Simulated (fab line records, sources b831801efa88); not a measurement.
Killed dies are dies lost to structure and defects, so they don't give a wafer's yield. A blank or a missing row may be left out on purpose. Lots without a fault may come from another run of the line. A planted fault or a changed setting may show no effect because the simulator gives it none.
One fault seen from 2 desks | flow sky130 | each desk has only its own numbers; what lay behind them comes last

THE METROLOGY DESK
What the gauges read, lot by lot, whatever tool the lot ran on: means of the sampled wafers that have a number. A lot is out of limits, marked OUT, if its mean lies more than 4 standard deviations from the usual mean; the brackets give that distance.
Columns: A = VIA1_OVL at SKY_VIA1_OVL_MEAS_13, usual -1 nm; B = METAL2_ALCU_RS at SKY_METAL2_RS_MEAS_05, usual 0.1269 ohm/sq; C = METAL2_ALCU_THK at SKY_METAL2_THK_MEAS_06, usual 247 nm
lot  | first seen here | A   | B                 | C
L284 | day 34 02:14    | -9  | 0.1263            | 248
L287 | day 34 20:40    | -9  | 0.1269            | 251
L292 | day 36 22:08    | -10 | 0.1280            | 247
L291 | day 37 00:25    | 1   | 0.1279            | 247
L293 | day 37 02:02    | 2   | 0.1255            | 248
L297 | day 38 03:12    | 2   | 0.1277            | 248
L298 | day 38 09:51    | 8   | 0.1279            | 246
L299 | day 38 12:50    | 1   | 0.1146 (-7.7) OUT | 266 (+5.9) OUT
L300 | day 38 19:20    | -7  | 0.1139 (-8.1) OUT | 267 (+6.4) OUT
L301 | day 39 01:49    | 4   | 0.1250            | 253
L307 | day 40 19:05    | -5  | 0.1251            | 251
This desk's finding: out of limits on L299, L300; first on L299, day 38 14:25 (METAL2_ALCU_RS at SKY_METAL2_RS_MEAS_05). In limits: L284, L287, L292, L291, L293, L297, L298, L301, L307.

THE TOOL OWNER'S DESK: pvd_sputter-03
The tool's own readings at SKY_METAL2_SPUTTER_02 (material AlCu, target thk 250 nm, time 13.3 s): means of the sampled wafers that have a number, for each lot that ran on this tool. A lot is out of limits, marked OUT, if its mean lies more than 4 standard deviations from the usual mean; the brackets give that distance.
Columns: A = chamber_pressure_pa at SKY_METAL2_SPUTTER_02, usual 0.4001 Pa; B = throttle_valve_pct at SKY_METAL2_SPUTTER_02, usual 30.1 %
lot  | first seen here | A                        | B
L292 | day 36 23:31    | 0.3997                   | 29.6
L291 | day 37 01:49    | 0.3990                   | 30.4
L298 | day 38 11:15    | 0.3996                   | 30.0
L299 | day 38 14:19    | 0.2593 (-99 or more) OUT | 36.8 (+5.6) OUT
L300 | day 38 20:46    | 0.2584 (-99 or more) OUT | 37.4 (+6.1) OUT
This desk's finding: out of limits on L299, L300; first on L299, day 38 14:19 (chamber_pressure_pa at SKY_METAL2_SPUTTER_02). In limits: L292, L291, L298.

PUT TOGETHER
The tool owner's desk could have raised an alarm at day 38 14:19, on L299, L300.
The metrology desk could have raised an alarm at day 38 14:25, on L299, L300.
Of the lots named, all ran SKY_METAL2_SPUTTER_02 on pvd_sputter-03.

WHAT THE SIMULATOR HAD PUT IN
Process parameter drift: pvd_sputter-03, from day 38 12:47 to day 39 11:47, at SKY_METAL2_SPUTTER_02. Setting chamber_pressure_pa, moved by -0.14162, from 0.4. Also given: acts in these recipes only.
Lots struck among those shown: L299, L300.
Hours from the fault's start to each desk's first reading out of limits: the tool owner's desk, 2; the metrology desk, 2.
